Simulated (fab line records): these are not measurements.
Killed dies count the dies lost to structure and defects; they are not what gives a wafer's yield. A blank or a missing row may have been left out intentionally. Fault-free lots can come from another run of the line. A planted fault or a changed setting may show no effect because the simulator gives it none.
fab line records -- flow sky130
[record] lots = 6, wafers = 18, last-day = 50
route steps=708 shown NWELL@65 PAD_OPEN@708
lots that met no fault: taken from a fault-free run of the same line
start-h: hours from the record's first day to the start of the lot's first wafer shown -- wait-h: hours since the lot's step before -- " the same as in the row above -- L1.1+2: one row covering several wafers at once -- - no value, or no start given -- * or withheld: withheld -- < > ~ a bound
route shown NAME@n: names a module that has steps shown in the file, with the first one's number in the route -- usual: the fault-free wafers' mean and standard deviation -- same: alike in all rows -- chamber/n: place in a boat -- sites: the reading at each site -- _std_site: their standard deviation -- _edge_site: outer sites' mean less inner sites' -- radius-mm: how far each site lies from the wafer's centre -- mask NAME#n: copy n -- behind: the most recent tool/chamber to have shaped the wafer -- hold: reason for holding the lot/hours on hold/outcome of the hold -- device: which transistor (n, p or np) failed to switch -- end of line: tests run on the same wafers once the route is complete -- a step with no rows: only its recipe -- killed: not the wafer's yield, but the dies lost to structure and defects at the first sort -- map: a wafer's dies, x killed, . not, _ none there
set.NAME: the setting that was run; set.NAME@STEP: the one run at that earlier step -- model.NAME: the simulator's own value behind a step, which no gauge read
lots at some steps of the route; a table a step, a row a wafer
services: from which hour (start-h, from the record's first day; less than 0 if before it) a tool's chamber was out of use, for how many hours, and why
[[steps]]
[step SKY_NWELL_IMPLANT_12]
[recipe] species = P, energy-kev = 120, dose-cm2 = 1.3e+12, tilt-deg = withheld
[step SKY_NWELL_IMPLANT_13]
[recipe] species = P, energy-kev = 50, dose-cm2 = 7e+11, tilt-deg = withheld
[step SKY_NWELL_STRIP_14]
[recipe] chemistry = O2/N2, power-w = 1400, pressure-mtorr = 1500, platen-temp-c = withheld, o2-flow-sccm = 3000, n2-flow-sccm = 300, overash-fraction = 0.5
[usual] drypump-motor-current-A = 5.7/0.47, oes-product-au = 0.723/0.0047, strip-time-to-endpoint-s = 36.90/0.11
lot.wafer,tool,chamber,start-h,wait-h,drypump-motor-current-A,oes-product-au,rf-hours-counter-h,strip-time-to-endpoint-s
L742.1,plasma-asher-04,1,83.47,0.1,5.4,0.721,41,37.04
L742.4,plasma-asher-04,0,83.47,0.1,6.6,0.730,-,37.01
L742.5,plasma-asher-04,0,83.47,0.1,6.6,0.722,-,36.95
L746.2,plasma-asher-04,1,106.71,0.1,5.4,0.728,43,36.94
L746.3,plasma-asher-04,1,106.71,0.1,5.4,0.722,-,36.95
L746.5,plasma-asher-04,1,106.71,0.1,5.4,0.723,-,36.99
L752.3,plasma-asher-01,0,152.38,0.1,5.7,0.724,-,36.84
L752.4,plasma-asher-01,1,152.38,0.1,5.9,0.728,-,36.93
L752.5,plasma-asher-01,1,152.38,0.1,5.9,0.720,-,36.90
L753.2,plasma-asher-01,1,157.54,0.1,5.9,0.726,35,36.71
L753.4,plasma-asher-01,1,157.54,0.1,5.9,0.725,-,36.61
L753.6,plasma-asher-01,0,157.54,0.1,5.7,0.721,-,36.66
L757.1,plasma-asher-04,1,181.87,0.1,5.4,0.720,6,36.82
L757.2,plasma-asher-04,0,181.87,0.1,6.6,0.725,6,36.88
L757.4,plasma-asher-04,1,181.87,0.1,5.4,0.712,-,36.85
L763.1,plasma-asher-02,0,209.62,0.1,5.3,0.728,51,36.88
L763.4,plasma-asher-02,1,209.62,0.1,5.5,0.721,-,36.85
L763.5,plasma-asher-02,0,209.62,0.1,5.4,0.720,-,36.89
[step SKY_NWELL_TW_MEAS_15]
[usual] NWELL_TW = 1833/13
lot.wafer,tool,chamber,start-h,wait-h,NWELL_TW
L742.1,film-metro-03,-,83.57,0.1,1831
L742.4,film-metro-03,-,83.57,0.1,1844
L742.5,film-metro-03,-,83.57,0.1,1825
L746.2,film-metro-02,-,106.82,0.1,1815
L746.3,film-metro-02,-,106.82,0.1,1828
L746.5,film-metro-02,-,106.82,0.1,1813
L752.3,film-metro-03,-,152.46,0.1,1848
L752.4,film-metro-03,-,152.46,0.1,1835
L752.5,film-metro-03,-,152.46,0.1,1847
L753.2,film-metro-04,-,157.65,0.1,1848
L753.4,film-metro-04,-,157.65,0.1,1854
L753.6,film-metro-04,-,157.65,0.1,1856
L757.1,film-metro-02,-,181.97,0.1,1823
L757.2,film-metro-02,-,181.97,0.1,1823
L757.4,film-metro-02,-,181.97,0.1,1818
L763.1,film-metro-04,-,209.72,0.1,1853
L763.4,film-metro-04,-,209.72,0.1,1846
L763.5,film-metro-04,-,209.72,0.1,1846
[step SKY_NWELL_DEHYDRATE_16]
[recipe] temp-c = 200, time-s = 60
[step SKY_NWELL_HMDS_17]
[recipe] prime-time-s = 60, prime-temp-c = 120
[step SKY_NWELL_COAT_18]
[recipe] spin-rpm = 2000, resist-thk-nm = 3000
[step SKY_NWELL_SOFTBAKE_19]
[recipe] temp-c = 110, time-s = withheld
[step SKY_NWELL_EXPOSE_20]
[recipe] mask-id = NWM_COMPLEMENT, na = 0.6, source-shape = conventional, sigma-outer = 0.6, polarization = unpolarized, target-cd-nm = 840, dose-mj = 260
[step SKY_NWELL_PEB_21]
[recipe] temp-c = 115, time-s = withheld
[step SKY_NWELL_DEVELOP_22]
[recipe] wall-angle-deg = 90, developer = TMAH, develop-time-s = 60, dev-temp-c = 23
[step SKY_NWELL_OVL_MEAS_23]
[usual] NWELL_01_OVL = 0.3/1.3
lot.wafer,tool,chamber,start-h,wait-h,NWELL_01_OVL[nm]
L742.1,overlay-02,-,98.63,-,0.6
L742.4,overlay-02,-,98.63,-,-0.1
L742.5,overlay-02,-,98.63,-,2.7
L746.2,overlay-02,-,125.39,-,0.5
L746.3,overlay-02,-,125.39,-,2.5
L746.5,overlay-02,-,125.39,-,1.0
L752.3,overlay-01,-,172.32,-,0.8
L752.4,overlay-01,-,172.32,-,0.7
L752.5,overlay-01,-,172.32,-,0.4
L753.2,overlay-01,-,176.86,-,0.4
L753.4,overlay-01,-,176.86,-,1.3
L753.6,overlay-01,-,176.86,-,1.4
L757.1,overlay-02,-,202.92,-,-0.4
L757.2,overlay-02,-,202.92,-,-1.1
L757.4,overlay-02,-,202.92,-,-0.7
L763.1,overlay-02,-,231.51,-,-2.4
L763.4,overlay-02,-,231.51,-,-0.9
L763.5,overlay-02,-,231.51,-,-1.7
[step SKY_NWELL_IMPLANT_24]
[recipe] species = B, energy-kev = 140, dose-cm2 = 9.2e+12, tilt-deg = withheld
[usual] beam-energy-keV = 139.99/0.042
lot.wafer,tool,chamber,start-h,wait-h,beam-energy-keV,model.implant.drp-nm
L742.1,implanter-04,0,98.67,0.0,139.93,95.47
L742.4,implanter-04,0,98.67,0.0,139.95,95.47
L742.5,implanter-04,0,98.67,0.0,139.92,95.47
L746.2,implanter-02,0,125.51,0.1,139.96,95.47
L746.3,implanter-02,0,125.51,0.1,139.98,95.47
L746.5,implanter-02,0,125.51,0.1,139.96,95.47
L752.3,implanter-02,0,172.39,0.1,153.91,98.99
L752.4,implanter-02,0,172.39,0.1,153.86,98.99
L752.5,implanter-02,0,172.39,0.1,153.93,98.99
L753.2,implanter-02,0,176.92,0.0,153.82,98.99
L753.4,implanter-02,0,176.92,0.0,153.80,98.99
L753.6,implanter-02,0,176.92,0.0,153.83,98.99
L757.1,implanter-01,0,202.96,0.0,139.93,95.47
L757.2,implanter-01,0,202.96,0.0,139.99,95.47
L757.4,implanter-01,0,202.96,0.0,140.03,95.47
L763.1,implanter-04,0,231.54,0.0,140.02,95.47
L763.4,implanter-04,0,231.54,0.0,139.96,95.47
L763.5,implanter-04,0,231.54,0.0,139.99,95.47
[step SKY_NWELL_STRIP_25]
[recipe] chemistry = O2/N2, power-w = 1400, pressure-mtorr = 1500, platen-temp-c = withheld, o2-flow-sccm = 3000, n2-flow-sccm = 300, overash-fraction = 0.5
[usual] drypump-motor-current-A = 5.7/0.36, oes-product-au = 0.723/0.0044, strip-time-to-endpoint-s = 36.90/0.12
lot.wafer,tool,chamber,start-h,wait-h,drypump-motor-current-A,oes-product-au,rf-hours-counter-h,strip-time-to-endpoint-s
L742.1,plasma-asher-01,0,98.82,0.1,5.7,0.723,29,37.05
L742.4,plasma-asher-01,1,98.82,0.1,5.9,0.722,-,37.09
L742.5,plasma-asher-01,1,98.82,0.1,5.9,0.728,-,37.02
L746.2,plasma-asher-04,0,125.64,0.1,6.6,0.728,1,36.85
L746.3,plasma-asher-04,0,125.64,0.1,6.6,0.723,-,36.94
L746.5,plasma-asher-04,1,125.64,0.1,5.4,0.717,-,36.88
L752.3,plasma-asher-04,0,172.53,0.1,6.6,0.727,-,36.83
L752.4,plasma-asher-04,1,172.53,0.1,5.4,0.721,-,36.80
L752.5,plasma-asher-04,1,172.53,0.1,5.4,0.726,-,36.85
L753.2,plasma-asher-01,0,177.04,0.1,5.7,0.724,37,36.53
L753.4,plasma-asher-01,1,177.04,0.1,5.9,0.719,-,36.60
L753.6,plasma-asher-01,0,177.04,0.1,5.7,0.731,-,36.53
L757.1,plasma-asher-01,0,203.11,0.1,5.7,0.725,40,36.96
L757.2,plasma-asher-01,1,203.11,0.1,5.9,0.723,40,37.02
L757.4,plasma-asher-01,1,203.11,0.1,5.9,0.719,-,37.07
L763.1,plasma-asher-02,1,231.69,0.1,5.5,0.717,53,37.07
L763.4,plasma-asher-02,1,231.69,0.1,5.5,0.728,-,37.06
L763.5,plasma-asher-02,0,231.69,0.1,5.4,0.725,-,36.97
[step SKY_PAD_OPEN_PROBE_99]
[usual] killed_at_M0_to_M3 = 44/7.7, killed_at_M4_up = 3.0/1.9, killed-at-contacts = 25/5.6, killed-at-front-end = 15/4.6, killed-at-other = 0.3/0.47, killed-dies = 86/9.9, killed-open = 47/7.4, killed-short = 39/5.9
[same] gross-dies = 492, killed-at-back-side = 0
lot.wafer,tool,chamber,start-h,wait-h,killed_at_M0_to_M3,killed_at_M4_up,killed-at-contacts,killed-at-front-end,killed-at-other,killed-dies,killed-open,killed-short,model.etest.pfet_16v.r-on-ohm-um,model.etest.res-iso-pwell.rs-ohm-sq,model.etest.res-iso-pwell.line-ohm-um,model.etest.res-deep-nwell.rs-ohm-sq,model.etest.tip_n_5v.rs-ohm-sq,model.etest.res-deep-nwell.line-ohm-um,model.etest.res-nwell.width-nm,model.etest.pfet_16v.drive-ua-um
L742.1,prober-02,-,1091.85,0.1,42,2,27,14,0,85,53,32,1.584e+04,3086,1157,2225,1363,753.6,821.8,236.8
L742.4,prober-02,-,1092.00,0.2,40,2,26,14,0,82,46,36,1.492e+04,2608,975.4,2266,1373,747,819,243
L742.5,prober-02,-,1092.05,0.2,48,2,30,21,0,101,47,54,1.588e+04,3092,1177,2236,1365,742.2,824.6,234.1
L746.2,prober-01,-,1110.29,0.1,52,1,19,16,0,88,44,44,1.521e+04,3097,1166,2192,1395,721.6,837.7,242.5
L746.3,prober-01,-,1110.34,0.2,32,3,24,15,0,74,37,37,1.588e+04,3451,1318,2180,1403,734.9,849.9,238.4
L746.5,prober-01,-,1110.44,0.2,40,2,31,14,1,88,53,35,1.509e+04,3007,1139,2186,1389,737.4,840.8,248
L753.2,prober-02,-,1146.61,0.1,40,4,30,17,0,91,47,44,1.598e+04,2528,942.1,2318,1362,772.4,822.4,230
L753.4,prober-02,-,1146.71,0.2,45,1,21,24,2,93,46,47,1.566e+04,2466,924.9,2314,1353,784.1,817.7,234.7
L753.6,prober-02,-,1146.81,0.2,31,5,35,17,0,88,57,31,1.589e+04,2543,949.6,2325,1353,776,819.9,229.7
L752.3,prober-01,-,1151.96,0.2,30,2,17,12,0,61,41,20,1.567e+04,2279,845.8,2328,1344,780.7,811.8,234.3
L752.4,prober-01,-,1152.01,0.2,33,3,28,13,0,77,48,29,1.581e+04,2328,869.6,2290,1338,758.8,812.3,233.5
L752.5,prober-01,-,1152.06,0.2,35,5,22,13,0,75,51,24,1.597e+04,2360,883.3,2284,1359,751.8,808.8,232.7
L757.1,prober-01,-,1169.05,0.1,34,5,16,15,0,70,39,31,1.526e+04,3117,1173,2269,1377,756.2,831.6,242.8
L757.2,prober-01,-,1169.10,0.1,45,3,27,13,0,88,48,40,1.498e+04,3009,1136,2270,1378,762.4,831.5,244.8
L757.4,prober-01,-,1169.20,0.2,52,1,23,15,0,91,50,41,1.521e+04,3105,1170,2255,1390,771.8,836.9,245.4
L763.1,prober-01,-,1195.12,0.1,45,1,26,14,0,86,48,38,1.541e+04,3287,1228,2154,1403,730.8,844.6,242
L763.4,prober-01,-,1195.27,0.2,46,3,21,27,1,98,51,47,1.52e+04,3006,1155,2161,1399,726,840.9,244
L763.5,prober-01,-,1195.32,0.2,42,1,21,19,0,83,45,38,1.552e+04,3318,1258,2165,1402,726.3,845.1,241.6
// killed by level:class
L742.1 VIA1:geometric-particle:open=18 LI_CONTACT:geometric-particle:open=12 CONTACT:geometric-particle:open=6 FIELD_ISO:geometric-particle:open=5 CONTACT:geometric-particle:short=5 VIA1:geometric-particle:short=5 METAL3:geometric-particle:short=5 METAL2:geometric-particle:short=4
L742.4 VIA1:geometric-particle:open=12 VIA1:geometric-particle:short=9 LI_CONTACT:geometric-particle:open=8 CONTACT:geometric-particle:open=8 VIA3:geometric-particle:open=6 FIELD_ISO:geometric-particle:short=5 FIELD_ISO:geometric-particle:open=4 CONTACT:geometric-particle:short=4
L742.5 VIA1:geometric-particle:open=12 VIA1:geometric-particle:short=11 LI_CONTACT:geometric-particle:open=8 CONTACT:geometric-particle:open=8 VIA3:geometric-particle:open=7 METAL2:geometric-particle:short=7 FIELD_ISO:geometric-particle:open=6 FIELD_ISO:geometric-particle:short=6
L746.2 VIA1:geometric-particle:open=10 VIA3:geometric-particle:open=8 VIA3:geometric-particle:short=7 VIA2:geometric-particle:open=7 CONTACT:geometric-particle:open=6 VIA1:geometric-particle:short=5 SONOS_ONO:geometric-particle:short=5 FIELD_ISO:geometric-particle:short=4
L746.3 CONTACT:geometric-particle:open=9 VIA1:geometric-particle:open=9 CONTACT:geometric-particle:short=7 FIELD_ISO:geometric-particle:short=5 LI_CONTACT:geometric-particle:open=5 METAL1:geometric-particle:short=5 VIA1:geometric-particle:short=4 VIA3:geometric-particle:open=4
L746.5 LI_CONTACT:geometric-particle:open=13 CONTACT:geometric-particle:open=8 VIA1:geometric-particle:open=8 VIA3:geometric-particle:open=8 POLY_GATE:geometric-particle:open=5 METAL1:geometric-particle:short=5 VIA2:geometric-particle:open=5 LI_CONTACT:geometric-particle:short=4
L753.2 CONTACT:geometric-particle:open=15 CONTACT:geometric-particle:short=10 VIA1:geometric-particle:open=9 VIA3:geometric-particle:open=6 POLY_GATE:geometric-particle:short=5 VIA1:geometric-particle:short=5 METAL2:geometric-particle:short=5 FIELD_ISO:geometric-particle:open=4
L753.4 VIA1:geometric-particle:open=12 POLY_GATE:geometric-particle:open=9 POLY_GATE:geometric-particle:short=7 VIA1:geometric-particle:short=6 CONTACT:geometric-particle:short=5 METAL3:geometric-particle:short=5 LOCAL_INTERCONNECT:geometric-particle:short=5 VIA3:geometric-particle:open=5
L753.6 VIA1:geometric-particle:open=11 LI_CONTACT:geometric-particle:open=10 CONTACT:geometric-particle:open=10 CONTACT:geometric-particle:short=9 VIA2:geometric-particle:open=7 POLY_GATE:geometric-particle:open=5 POLY_GATE:geometric-particle:short=4 SPACER:geometric-particle:open=3
L752.3 CONTACT:geometric-particle:open=8 LI_CONTACT:geometric-particle:open=8 VIA2:geometric-particle:open=7 VIA3:geometric-particle:open=6 METAL1:geometric-particle:short=6 FIELD_ISO:geometric-particle:open=3 FIELD_ISO:geometric-particle:short=3 POLY_GATE:geometric-particle:open=3
L752.4 CONTACT:geometric-particle:open=18 VIA1:geometric-particle:open=7 VIA3:geometric-particle:open=6 METAL2:geometric-particle:short=6 LI_CONTACT:geometric-particle:open=5 FIELD_ISO:geometric-particle:short=4 FIELD_ISO:geometric-particle:open=3 POLY_GATE:geometric-particle:open=3
L752.5 LI_CONTACT:geometric-particle:open=9 VIA1:geometric-particle:open=8 CONTACT:geometric-particle:open=8 VIA3:geometric-particle:open=7 VIA2:geometric-particle:open=7 FIELD_ISO:geometric-particle:open=5 METAL4:geometric-particle:short=5 METAL1:geometric-particle:short=4
L757.1 VIA1:geometric-particle:open=8 METAL1:geometric-particle:short=7 POLY_GATE:geometric-particle:open=5 VIA2:geometric-particle:open=5 LI_CONTACT:geometric-particle:open=5 CONTACT:geometric-particle:open=5 VIA3:geometric-particle:open=5 FIELD_ISO:geometric-particle:open=4
L757.2 VIA1:geometric-particle:open=13 LOCAL_INTERCONNECT:geometric-particle:short=8 CONTACT:geometric-particle:open=7 VIA3:geometric-particle:open=7 LI_CONTACT:geometric-particle:open=5 FIELD_ISO:geometric-particle:open=4 METAL1:geometric-particle:short=4 VIA1:geometric-particle:short=4
L757.4 VIA1:geometric-particle:open=16 CONTACT:geometric-particle:open=10 VIA1:geometric-particle:short=9 CONTACT:geometric-particle:short=7 VIA2:geometric-particle:open=6 VIA3:geometric-particle:open=6 POLY_GATE:geometric-particle:open=5 VIA2:geometric-particle:short=5
L763.1 VIA1:geometric-particle:open=14 VIA3:geometric-particle:open=9 LI_CONTACT:geometric-particle:open=7 CONTACT:geometric-particle:open=7 CONTACT:geometric-particle:short=6 VIA1:geometric-particle:short=5 LOCAL_INTERCONNECT:geometric-particle:short=4 METAL1:geometric-particle:short=4
L763.4 VIA3:geometric-particle:open=9 FIELD_ISO:geometric-particle:open=8 CONTACT:geometric-particle:open=8 VIA1:geometric-particle:open=8 POLY_GATE:geometric-particle:short=6 METAL1:geometric-particle:short=6 FIELD_ISO:geometric-particle:short=5 LOCAL_INTERCONNECT:geometric-particle:short=5
L763.5 CONTACT:geometric-particle:open=8 METAL1:geometric-particle:short=7 VIA1:geometric-particle:open=6 VIA2:geometric-particle:open=6 LI_CONTACT:geometric-particle:open=5 METAL3:geometric-particle:short=5 FIELD_ISO:geometric-particle:open=4 POLY_GATE:geometric-particle:open=4
[[services]]
tool,chamber,start-h,hours,kind
plasma-asher-01,-,63.65,2.8,pm
plasma-asher-04,-,108.75,9.0,pm
plasma-asher-04,0,108.75,9.0,vent-cycle
plasma-asher-04,1,108.75,9.0,vent-cycle
plasma-asher-04,0,117.75,-,clean
plasma-asher-04,1,117.75,-,clean
plasma-asher-04,-,132.58,1.4,repair
plasma-asher-01,-,156.39,0.7,repair
implanter-04,-,156.60,2.2,repair
implanter-04,-,175.03,2.3,repair
implanter-02,-,219.22,1.9,repair
implanter-02,-,219.71,4.4,repair
[[key]]
[first-sign] step = SKY_NWELL_IMPLANT_24, reading = beam-energy-keV, direction = up, sigmas = 99+, usual = *, struck = *
effect none on later readings
[model-effect] step = SKY_NWELL_IMPLANT_24, value = implant.drp-nm, without = 95.47, struck = 98.99
[model-effect] step = SKY_PAD_OPEN_PROBE_99, value = etest.pfet_16v.r-on-ohm-um, without = 1.517e+04, struck = 1.583e+04
met-at SKY_NWELL_IMPLANT_24
struck-wafers L752.3,L752.4,L752.5,L753.2,L753.4,L753.6
tester-left-out L752,L753
onset-between 125.51 172.39
[fault] kind = process-parameter-drift, tool = implanter-02, chamber = -, onset-h = 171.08, steps = SKY_NWELL_IMPLANT_24, channel = energy-kev, offset = *, shape = step, end-h = 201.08, acts-in = *, stated = *
// tester-left-out: of these lots the tester's yield and bins aren't shown, on N5 and GAA mostly nor the transistor test; their killed dies are dies lost to structure and defects alone, not to doping, threshold or leakage, so they don't give the yield
